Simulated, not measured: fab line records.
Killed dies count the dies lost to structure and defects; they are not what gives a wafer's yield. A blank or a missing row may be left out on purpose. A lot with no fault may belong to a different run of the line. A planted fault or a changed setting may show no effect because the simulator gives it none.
Comparing a struck lot with a sound one :: flow sky130 :: 17 out of 708 route steps
Sound: wafers L147.1, L147.5, L147.6. Struck: wafers L155.1, L155.3, L155.6. The cause comes at the end.
Per side, at each step with rows, come the tool, then ch with its chambers, and then its first start. Under that, the readings that differ: sound wafers :: struck wafers :: difference of the means :: sigmas: that difference in standard deviations of wafers without a fault.
alike: readings with means less than 2 such deviations apart, plus words and numbers identical on both sides. not compared: withheld readings, readings lacking a value on some wafer, bounds such as >300 that could conceal the same value, and numbers that have no deviation in the record and whose values overlap.
A row with sigmas, a row that says differs or no value, or rows on one side alone: a step with any of these is where the two part. When numbers do not overlap yet have no deviation, they are printed without sigmas and do not part them. A reading missing from all wafers of one side parts the sides only when that side holds two or more wafers.

SKY_VT_ADJUST_HVTP_OVL_MEAS_08:
  sound: overlay-02 at day 9 08:24; struck: overlay-01 at day 11 07:27
  alike: VT_ADJUST_HVTP_OVL
after that, 1 step had no rows for these wafers: SKY_VT_ADJUST_HVTP_IMPLANT_09.
SKY_VT_ADJUST_HVTP_STRIP_10: strips in O2/N2.
  sound on plasma asher-02 ch 0,1, day 9 08:35; struck on plasma asher-01 ch 0,1, day 11 07:38
  alike: drypump motor current A, oes product au, strip time to endpoint s
  not compared: rf hours counter h
SKY_VT_ADJUST_HVTP_TW_MEAS_11:
  sound: film metro-03 at day 9 08:41; struck: film metro-02 at day 11 07:44
  alike: VT_ADJUST_HVTP_TW
then, 7 steps without rows for these wafers: SKY_VT_ADJUST_LVTN_DEHYDRATE_00 (time 60 s); SKY_VT_ADJUST_LVTN_HMDS_01 (prime time 60 s); SKY_VT_ADJUST_LVTN_COAT_02 (resist thk 3000 nm); SKY_VT_ADJUST_LVTN_SOFTBAKE_03; SKY_VT_ADJUST_LVTN_EXPOSE_04 (exposes mask NWM COMPLEMENT LESS NATIVE, target cd 840 nm); SKY_VT_ADJUST_LVTN_PEB_05; SKY_VT_ADJUST_LVTN_DEVELOP_06 (develop time 60 s).
SKY_VT_ADJUST_LVTN_OVL_MEAS_07:
  sound: overlay-02 at day 10 06:37; struck: overlay-01 at day 12 08:13
  alike: VT_ADJUST_LVTN_OVL
SKY_VT_ADJUST_LVTN_IMPLANT_08:
  sound on implanter-04 ch 0, day 10 06:39; struck on implanter-04 ch 0, day 12 08:15
reading: dose ions cm2
sound: 1.5727e+12 1.5739e+12 1.5695e+12
struck: 7.71e+11 7.735e+11 7.704e+11
difference: -8.00e+11
sigmas: -99 or more

reading: faraday current uA
sound: 8.65 8.99 9.19
struck: 4.41 4.29 4.41
difference: -4.57
sigmas: -25
SKY_VT_ADJUST_LVTN_STRIP_09: strips in O2/N2.
  sound on plasma asher-04 ch 0,1, day 10 06:48; struck on plasma asher-04 ch 0,1, day 12 08:24
  alike: drypump motor current A, oes product au, strip time to endpoint s
  not compared: rf hours counter h
SKY_VT_ADJUST_LVTN_TW_MEAS_10:
  sound: film metro-01 at day 10 06:54; struck: film metro-02 at day 12 08:30
reading: VT_ADJUST_LVTN_TW
sound: 240.0 240.3 239.5
struck: 198.3 197.9 198.1
difference: -41.8
sigmas: -25
then, 1 step without rows for these wafers: SKY_VT_ADJUST_LVTN_DEHYDRATE_11 (time 60 s).
-- a jump in the record: the struck wafers' starts before and after are 38 days apart (it breaks off in module VT_ADJUST_LVTN and resumes in module PAD_OPEN, where the first step shown is number 708 of the route) --
SKY_PAD_OPEN_PROBE_99:
  sound: prober-02 at day 49 02:12; struck: prober-02 at day 50 08:36
reading: model.etest.nfet_01v8_lvt.drive ua um
sound: 577 570.1 571.4
struck: 601.9 581.1 592.6
difference: +19.0
sigmas: 

reading: model.etest.nfet_01v8.off log10 a um
sound: -13.35 -13.27 -13.31
struck: -13.16 -13.22 -13.23
difference: +0.11
sigmas: 

reading: model.etest.nfet_01v8_turned.off log10 a um
sound: -13.31 -13.41 -13.39
struck: -13.2 -13.24 -13.22
difference: +0.2
sigmas: 

reading: model.etest.nfet_01v8_lvt.vt sat v (V)
sound: 0.5431 0.5396 0.5378
struck: 0.4897 0.4975 0.4943
difference: -0.0463
sigmas: 

reading: model.etest.nfet_01v8_lvt.vt v (V)
sound: 0.6163 0.6158 0.609
struck: 0.5897 0.6026 0.5961
difference: -0.0176
sigmas: 

reading: model.etest.nfet_01v8.vt sat v (V)
sound: 0.6498 0.6534 0.6487
struck: 0.6252 0.6341 0.6372
difference: -0.0185
sigmas: 

reading: model.etest.nfet_01v8_swapped.vt sat v (V)
sound: 0.6554 0.651 0.6519
struck: 0.6272 0.641 0.6409
difference: -0.0164
sigmas: 
  alike: killed_at_M0_to_M3, killed_at_M4_up, killed at contacts, killed at front end, killed at other, killed dies, killed on rim, killed open, killed short
  not compared: model.etest.nfet_01v8_swapped.off log10 a um

== WHERE THEY PART ==
First at SKY_VT_ADJUST_LVTN_IMPLANT_08; last, within this record, at SKY_VT_ADJUST_LVTN_TW_MEAS_10. Later steps at which nothing parts them and some readings are alike: SKY_PAD_OPEN_PROBE_99.

WHY: whatever the simulator had introduced
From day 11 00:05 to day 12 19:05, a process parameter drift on implanter-04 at SKY_VT_ADJUST_LVTN_IMPLANT_08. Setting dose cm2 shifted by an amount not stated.
